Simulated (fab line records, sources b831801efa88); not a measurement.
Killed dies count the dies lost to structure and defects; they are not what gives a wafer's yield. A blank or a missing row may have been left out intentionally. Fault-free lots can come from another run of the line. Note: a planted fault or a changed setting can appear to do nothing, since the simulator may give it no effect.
Chamber matching / flow gf180mcu / GF_V1_CMP_04 on cmp-01: 4 sister chambers
The step polishes SiO2. 14 wafers are shown with their chamber, then 7 later ones without.

## EACH WAFER AND ITS CHAMBER
wafer=L613.1; chamber=3; motor_current_A (A)=9.8; time_to_endpoint_s (s)=71; platen_rpm (rpm)=60.01
wafer=L613.4; chamber=2; motor_current_A (A)=12.6; time_to_endpoint_s (s)=84; platen_rpm (rpm)=60.05
wafer=L613.6; chamber=0; motor_current_A (A)=11.5; time_to_endpoint_s (s)=83; platen_rpm (rpm)=60.04
wafer=L617.2; chamber=0; motor_current_A (A)=10.9; time_to_endpoint_s (s)=81; platen_rpm (rpm)=59.97
wafer=L617.3; chamber=2; motor_current_A (A)=12.4; time_to_endpoint_s (s)=75; platen_rpm (rpm)=60.05
wafer=L617.6; chamber=0; motor_current_A (A)=11.3; time_to_endpoint_s (s)=84; platen_rpm (rpm)=59.99
wafer=L620.1; chamber=2; motor_current_A (A)=13.3; time_to_endpoint_s (s)=66; platen_rpm (rpm)=59.97
wafer=L620.4; chamber=3; motor_current_A (A)=9.3; time_to_endpoint_s (s)=68; platen_rpm (rpm)=60.00
wafer=L620.6; chamber=1; motor_current_A (A)=12.2; time_to_endpoint_s (s)=85; platen_rpm (rpm)=60.02
wafer=L621.3; chamber=3; motor_current_A (A)=9.7; time_to_endpoint_s (s)=79; platen_rpm (rpm)=60.08
wafer=L621.4; chamber=1; motor_current_A (A)=11.4; time_to_endpoint_s (s)=89; platen_rpm (rpm)=60.04
wafer=L621.5; chamber=3; motor_current_A (A)=9.4; time_to_endpoint_s (s)=77; platen_rpm (rpm)=60.08
wafer=L631.2; chamber=2; motor_current_A (A)=12.2; time_to_endpoint_s (s)=75; platen_rpm (rpm)=59.95
wafer=L631.3; chamber=3; motor_current_A (A)=9.5; time_to_endpoint_s (s)=70; platen_rpm (rpm)=60.04

SIGNATURES (means of the wafers above)
reading=motor_current_A; chamber 0=11.233; chamber 1=11.800; chamber 2=12.625; chamber 3=9.540; scatter within a chamber=0.37
reading=time_to_endpoint_s; chamber 0=82.67; chamber 1=87.00; chamber 2=75.00; chamber 3=73.00; scatter within a chamber=5.14
reading=platen_rpm; chamber 0=60.0000; chamber 1=60.0300; chamber 2=60.0050; chamber 3=60.0420; scatter within a chamber=0.041
Rule: for a wafer and a chamber, the distance is found by dividing, reading by reading, the gap between the wafer's reading and the chamber's mean by the reading's scatter, squaring, summing and taking the root. The wafer belongs to the nearest chamber; if the next one is less than 2 further off, it can't be placed. The scatter is the square root of a quotient: the sum, over the shown wafers, of each reading's squared deviation from its chamber's mean, divided by wafers minus chambers.

## WAFERS WITH NO CHAMBER GIVEN
wafer=L631.4; motor_current_A (A)=11.5; time_to_endpoint_s (s)=77; platen_rpm (rpm)=60.03
wafer=L633.4; motor_current_A (A)=12.3; time_to_endpoint_s (s)=83; platen_rpm (rpm)=60.07
wafer=L633.5; motor_current_A (A)=10.0; time_to_endpoint_s (s)=77; platen_rpm (rpm)=60.05
wafer=L633.6; motor_current_A (A)=11.0; time_to_endpoint_s (s)=83; platen_rpm (rpm)=59.98
wafer=L634.2; motor_current_A (A)=12.6; time_to_endpoint_s (s)=63; platen_rpm (rpm)=60.01
wafer=L634.3; motor_current_A (A)=11.4; time_to_endpoint_s (s)=68; platen_rpm (rpm)=59.96
wafer=L634.6; motor_current_A (A)=11.4; time_to_endpoint_s (s)=72; platen_rpm (rpm)=60.08

## THE CHAMBER EACH PASSED THROUGH
wafer=L631.4; from the rows above=can't be placed: 0 or 1 or 2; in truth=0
wafer=L633.4; from the rows above=can't be placed: 1 or 2 or 0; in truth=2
wafer=L633.5; from the rows above=3; in truth=3
wafer=L633.6; from the rows above=can't be placed: 0 or 1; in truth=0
wafer=L634.2; from the rows above=2; in truth=2
wafer=L634.3; from the rows above=can't be placed: 0 or 2 or 1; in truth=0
wafer=L634.6; from the rows above=can't be placed: 0 or 1 or 2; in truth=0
Correct placement for 2 of the 7. Can't be placed from these rows: 5 (the true chamber is among the candidates in 5). 0 placed wrongly.
